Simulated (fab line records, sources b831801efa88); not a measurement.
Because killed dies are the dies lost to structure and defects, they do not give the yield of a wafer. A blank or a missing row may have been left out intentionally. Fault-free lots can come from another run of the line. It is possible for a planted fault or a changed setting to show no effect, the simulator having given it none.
Check for tools in common :: flow gf180mcu :: 13 lots, 39 wafers sampled

WHY THIS WAS OPENED
At GF_NSD_TW_MEAS_12 the reading NSD_TW is flagged on 1 of 13 lots. No-fault wafers: 4202, standard deviation 38.
Rule: flag the lot when none of its wafers has a number, or when each of its wafers that has one lies beyond 4 standard deviations from that mean. The rest of the lots are taken to be sound.

lot: L176
measured: day 13 11:29
on: filmMetro-02
NSD_TW, wafer by wafer: 4204 4202 4213
flag: 

lot: L177
measured: day 13 15:20
on: filmMetro-03
NSD_TW, wafer by wafer: 4179 4177 4177
flag: 

lot: L182
measured: day 15 09:54
on: filmMetro-01
NSD_TW, wafer by wafer: 4275 4265 4269
flag: 

lot: L183
measured: day 15 19:23
on: filmMetro-03
NSD_TW, wafer by wafer: 4182 4161 4184
flag: 

lot: L184
measured: day 16 06:48
on: filmMetro-02
NSD_TW, wafer by wafer: 4218 4195 4213
flag: 

lot: L185
measured: day 16 11:54
on: filmMetro-01
NSD_TW, wafer by wafer: 4277 4291 4280
flag: 

lot: L186
measured: day 16 19:16
on: filmMetro-03
NSD_TW, wafer by wafer: 4176 4161 4176
flag: 

lot: L188
measured: day 17 11:08
on: filmMetro-02
NSD_TW, wafer by wafer: 4211 4198 4208
flag: 

lot: L190
measured: day 18 02:23
on: filmMetro-02
NSD_TW, wafer by wafer: 4204 4175 4184
flag: 

lot: L191
measured: day 18 07:16
on: filmMetro-03
NSD_TW, wafer by wafer: 4166 4162 4153
flag: 

lot: L193
measured: day 19 04:48
on: filmMetro-02
NSD_TW, wafer by wafer: 4186 4191 4170
flag: 

lot: L194
measured: day 19 09:34
on: filmMetro-03
NSD_TW, wafer by wafer: 4180 4157 4141
flag: 

lot: L195
measured: day 19 16:55
on: filmMetro-02
NSD_TW, wafer by wafer: 30 30 30
flag: FLAGGED
On average the flagged lots read 30, which is -4172 against the usual, or -99 or more standard deviations.

LOT BY LOT: THE TOOL USED
Before the reading, the record contains 2 process steps out of a 602-step route. Each cell gives the tool, then ch followed by the chambers the sampled wafers passed through, then the start.
lot: L176
flag: 
GF_HV_LDD_STRIP_10: plasmaAsher-01 ch 0,1, day 10 03:13
GF_NSD_EXPOSE_04: ilineStepper-01 ch 0, day 13 00:59

lot: L177
flag: 
GF_HV_LDD_STRIP_10: plasmaAsher-03 ch 0,1, day 10 07:37
GF_NSD_EXPOSE_04: ilineStepper-02 ch 0, day 13 05:04

lot: L182
flag: 
GF_HV_LDD_STRIP_10: plasmaAsher-03 ch 0, day 11 19:25
GF_NSD_EXPOSE_04: ilineStepper-02 ch 0, day 14 22:43

lot: L183
flag: 
GF_HV_LDD_STRIP_10: plasmaAsher-03 ch 0,1, day 12 03:49
GF_NSD_EXPOSE_04: ilineStepper-01 ch 0, day 15 08:30

lot: L184
flag: 
GF_HV_LDD_STRIP_10: plasmaAsher-02 ch 0,1, day 12 14:47
GF_NSD_EXPOSE_04: ilineStepper-02 ch 0, day 15 19:33

lot: L185
flag: 
GF_HV_LDD_STRIP_10: plasmaAsher-02 ch 0,1, day 12 18:08
GF_NSD_EXPOSE_04: ilineStepper-01 ch 0, day 16 00:40

lot: L186
flag: 
GF_HV_LDD_STRIP_10: plasmaAsher-01 ch 0,1, day 13 03:13
GF_NSD_EXPOSE_04: ilineStepper-02 ch 0, day 16 07:59

lot: L188
flag: 
GF_HV_LDD_STRIP_10: plasmaAsher-02 ch 0,1, day 13 15:22
GF_NSD_EXPOSE_04: ilineStepper-01 ch 0, day 16 23:23

lot: L190
flag: 
GF_HV_LDD_STRIP_10: plasmaAsher-03 ch 0,1, day 14 06:01
GF_NSD_EXPOSE_04: ilineStepper-02 ch 0, day 17 14:03

lot: L191
flag: 
GF_HV_LDD_STRIP_10: plasmaAsher-01 ch 0,1, day 14 11:06
GF_NSD_EXPOSE_04: ilineStepper-01 ch 0, day 17 18:29

lot: L193
flag: 
GF_HV_LDD_STRIP_10: plasmaAsher-03 ch 0,1, day 15 04:58
GF_NSD_EXPOSE_04: ilineStepper-01 ch 0, day 18 16:09

lot: L194
flag: 
GF_HV_LDD_STRIP_10: plasmaAsher-02 ch 0,1, day 15 09:58
GF_NSD_EXPOSE_04: ilineStepper-02 ch 0, day 18 20:42

lot: L195
flag: FLAGGED
GF_HV_LDD_STRIP_10: plasmaAsher-03 ch 0,1, day 15 16:23
GF_NSD_EXPOSE_04: ilineStepper-02 ch 0, day 19 04:12
What is done by these steps:
- GF_HV_LDD_STRIP_10: strips in O2/N2.
- GF_NSD_EXPOSE_04: exposes mask Nplus, target cd 400 nm.
- GF_NSD_TW_MEAS_12

FLAGGED OVER TOTAL, TOOL BY TOOL (the gauges that took the reading come last)
step: GF_HV_LDD_STRIP_10
tool: plasmaAsher-01
lots run: 3
flagged: 0
share of the flagged lots: none
sound lots run after its first flagged lot: -

step: GF_HV_LDD_STRIP_10
tool: plasmaAsher-02
lots run: 4
flagged: 0
share of the flagged lots: none
sound lots run after its first flagged lot: -

step: GF_HV_LDD_STRIP_10
tool: plasmaAsher-03
lots run: 6
flagged: 1
share of the flagged lots: all
sound lots run after its first flagged lot: 0

step: GF_NSD_EXPOSE_04
tool: ilineStepper-01
lots run: 6
flagged: 0
share of the flagged lots: none
sound lots run after its first flagged lot: -

step: GF_NSD_EXPOSE_04
tool: ilineStepper-02
lots run: 7
flagged: 1
share of the flagged lots: all
sound lots run after its first flagged lot: 0

step: GF_NSD_TW_MEAS_12
tool: filmMetro-01
lots run: 2
flagged: 0
share of the flagged lots: none
sound lots run after its first flagged lot: -

step: GF_NSD_TW_MEAS_12
tool: filmMetro-02
lots run: 6
flagged: 1
share of the flagged lots: all
sound lots run after its first flagged lot: 0

step: GF_NSD_TW_MEAS_12
tool: filmMetro-03
lots run: 5
flagged: 0
share of the flagged lots: none
sound lots run after its first flagged lot: -

WHAT IS ALLOWED BY THE TABLE
plasmaAsher-03 at GF_HV_LDD_STRIP_10, ilineStepper-02 at GF_NSD_EXPOSE_04 and filmMetro-02 at GF_NSD_TW_MEAS_12: these 3 rows of the table ran every flagged lot.
- plasmaAsher-03 at GF_HV_LDD_STRIP_10: 1 of its 6 lots flagged. Its last sound lot is L193 (day 15 04:58), its first flagged lot L195 (day 15 16:23): a fault that began between those two fits.
- ilineStepper-02 at GF_NSD_EXPOSE_04: 1 of its 7 lots flagged. Its last sound lot is L194 (day 18 20:42), its first flagged lot L195 (day 19 04:12): a fault that began between those two fits.
- filmMetro-02 at GF_NSD_TW_MEAS_12: 1 of its 6 lots flagged. Its last sound lot is L193 (day 19 04:48), its first flagged lot L195 (day 19 16:55): a fault that began between those two fits.
Counting lots can't tell these 3 tools apart, because each fits a fault that began at some hour. More lots, or a look at what each step does to the wafer, might.

WHAT HAD BEEN PUT IN BY THE SIMULATOR
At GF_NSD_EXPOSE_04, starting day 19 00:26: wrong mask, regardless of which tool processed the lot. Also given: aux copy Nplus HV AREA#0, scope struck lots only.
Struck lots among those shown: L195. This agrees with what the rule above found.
